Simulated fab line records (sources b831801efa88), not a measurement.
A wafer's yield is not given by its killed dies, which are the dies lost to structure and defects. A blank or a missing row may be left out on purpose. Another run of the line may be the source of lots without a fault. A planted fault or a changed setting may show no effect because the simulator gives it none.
2 desks looking at one fault -- flow sky130 -- numbers are kept per desk, each desk with only its own; the story behind them comes last

## FROM THE METROLOGY DESK
What the gauges read for every lot (on any tool): the sampled wafers with a number, averaged. If a lot's mean is further than 4 standard deviations from the usual mean, the lot is out of limits and carries the mark OUT (the distance appears in the brackets).
Columns: A = METAL1_OVL at SKY_METAL1_OVL_MEAS_16, usual -2 nm; B = VIA1_W_RS at SKY_VIA1_RS_MEAS_22, usual 0.428 ohm/sq
lot,first seen here,A,B
L327,day 33 07:16,0,0.430
L328,day 33 08:47,-1,0.424
L329,day 33 21:35,-3,0.421
L333,day 35 11:17,4,0.423
L334,day 35 15:50,6,0.425
L337,day 36 12:19,-5,0.423
L339,day 36 23:35,-8,0.429
L341,day 37 14:34,-4,0.426
L343,day 38 08:29,-6,0.431
L346,day 39 03:12,3,0.430
L347,day 39 11:04,-4,0.430
L350,day 40 08:07,-1,0.431
Result from this desk: across the 12 lots, nothing is out of limits.

## THE TOOL OWNER'S DESK: rie_diel-03
The tool's own readings at SKY_VIA1_ETCH_15 (etches SiO2 in C4F8/O2/Ar, stops on TiN, target depth 351 nm, time 54 s): means of the sampled wafers that have a number, for each lot that ran on this tool. If a lot's mean is further than 4 standard deviations from the usual mean, the lot is out of limits and carries the mark OUT (the distance appears in the brackets).
Columns: A = bias_w at SKY_VIA1_ETCH_15, usual 1200 W; B = oes_product_au at SKY_VIA1_ETCH_15, usual 0.982 a.u.
lot,first seen here,A,B
L328,day 34 13:01,1199,0.983
L329,day 35 01:40,1195,0.980
L333,day 36 14:58,1198,0.981
L334,day 36 19:23,1202,0.980
L339,day 38 03:22,1181 (-5.0) OUT,0.981
L341,day 38 17:52,1164 (-9.2) OUT,0.974
This desk finds L339, L341 out of limits, L339 being first, at day 38 03:22 (bias_w at SKY_VIA1_ETCH_15). Within limits: L328, L329, L333, L334.

## PUT TOGETHER
At day 38 03:22, on L339, L341, the tool owner's desk was in a position to raise an alarm.
The metrology desk saw nothing out of limits.
The metrology desk has L339, L341 on record, within its limits.
On rie_diel-03, each named lot ran SKY_VIA1_ETCH_15.

## WHAT HAD BEEN PUT IN BY THE SIMULATOR
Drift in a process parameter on rie_diel-03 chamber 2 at SKY_VIA1_ETCH_15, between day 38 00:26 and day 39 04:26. A move of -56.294 in setting bias_w, from 1200. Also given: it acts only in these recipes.
Lots struck among those shown: L339, L341.
Hours from the fault's start to each desk's first reading out of limits: the tool owner's desk, 3.
